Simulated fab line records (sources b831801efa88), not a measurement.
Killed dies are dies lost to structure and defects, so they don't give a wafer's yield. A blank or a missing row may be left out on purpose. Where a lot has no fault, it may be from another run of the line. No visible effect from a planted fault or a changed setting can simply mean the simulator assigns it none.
Comparing a struck lot with a sound one ; flow gf180mcu ; 15 out of 602 route steps
Sound: the wafers L308.2, L308.3, L308.5. Struck: wafer L309.6 (L309.4, L309.5, from the same lot, were not struck and are left out); the cause is given at the end.
Order at every step that has rows: each side's tool, ch and its chambers, its first start. Under that, the readings that differ: sound wafers ; struck wafers ; difference of the means ; sigmas: that difference in standard deviations of wafers without a fault.
alike: a reading whose means differ by less than 2 such deviations, as well as words and numbers matching on both sides. not compared: withheld readings; readings where some wafer has no value; bounds like >300 that might hide an equal value; numbers whose values overlap and for which the record gives no deviation.
The two part at a step that has a row with sigmas, a row that says differs or no value, or rows on one side only. Numbers that have no deviation but don't overlap get no sigmas and don't part them. Lack of a reading on every wafer of one side parts them only where that side has two or more wafers.

first, 6 steps without rows for these wafers: GF_TOP_METAL_HMDS_08 (prime time 60 s); GF_TOP_METAL_COAT_09 (resist thk 1500 nm); GF_TOP_METAL_SOFTBAKE_10 (time 60 s); GF_TOP_METAL_EXPOSE_11 (exposes mask MetalTop, target cd 440 nm); GF_TOP_METAL_PEB_12; GF_TOP_METAL_DEVELOP_13 (develop time 60 s).
GF_TOP_METAL_CD_MEAS_14: the cd target is 440 nm.
  sound: cd-sem-01 at day 29 16:38; struck: cd-sem-01 at day 30 03:04
  alike: cd-nm
GF_TOP_METAL_OVL_MEAS_15:
  sound: overlay-01 at day 29 16:45; struck: overlay-02 at day 30 03:08
  alike: TOP_METAL_OVL
GF_TOP_METAL_METAL_ETCH_16: etches the open film in Cl2/BCl3, stops on SiO2, target depth 1197 nm, time 199.5 s.
  sound on rie-metal-04 ch 0,1, day 29 16:47; struck on rie-metal-04 ch 1, day 30 03:13
  alike: chamber-pressure-mTorr, drypump-motor-current-A, oes-product-au, throttle-valve-pct
  not compared: rf-hours-counter-h
GF_TOP_METAL_STRIP_17: strips in O2/N2.
  sound on plasma-asher-04 ch 1, day 29 16:58; struck on plasma-asher-01 ch 0, day 30 03:23
reading;sound;struck;difference;sigmas
heater-power-w (W);363 357 362;291;-70;-3
  alike: chamber-pressure-mTorr, drypump-motor-current-A, n2-flow-sccm, oes-product-au, strip-time-to-endpoint-s
  not compared: rf-hours-counter-h
then, 2 steps without rows for these wafers: GF_TOP_METAL_STRIP_18 (strips in post etch residue remover, time 1200 s); GF_TOP_METAL_CLEAN_19 (cleans in DIW).
GF_PASSIVATION_CVD_00: deposits SiO2 from TEOS, target thk 1000 nm, time 111.95 s.
  sound on pecvd-04 ch 0,2, day 29 17:30; struck on pecvd-02 ch 0, day 30 03:55
reading;sound;struck;difference;sigmas
rf-fwd-power-W (W);596.1 596.4 596.8;691.3;+94.9;+45
model.SiO2_of_PASSIVATION_CVD_00.thk-nm (nm);995 1011 1015;1051;+44;
  alike: heater-power-w
GF_PASSIVATION_THK_MEAS_01:
  sound: film-metro-03 at day 29 17:35; struck: film-metro-01 at day 30 03:59
reading;sound;struck;difference;sigmas
PASSIVATION_CVD_00_THK (nm);995 1011 1015;1051;+44;+4
GF_PASSIVATION_CVD_02: deposits Si3N4, target thk 700 nm, time 486.18 s.
  sound on pecvd-03 ch 0,1, day 29 17:38; struck on pecvd-03 ch 0, day 30 04:10
reading;sound;struck;difference;sigmas
rf-fwd-power-W (W);450.5 448.0 447.9;445.3;-3.5;-2
  alike: heater-power-w

== WHERE THEY PART ==
Last at GF_PASSIVATION_CVD_02 as far as this record goes, first at GF_TOP_METAL_STRIP_17.

WHY: what had been put in by the simulator
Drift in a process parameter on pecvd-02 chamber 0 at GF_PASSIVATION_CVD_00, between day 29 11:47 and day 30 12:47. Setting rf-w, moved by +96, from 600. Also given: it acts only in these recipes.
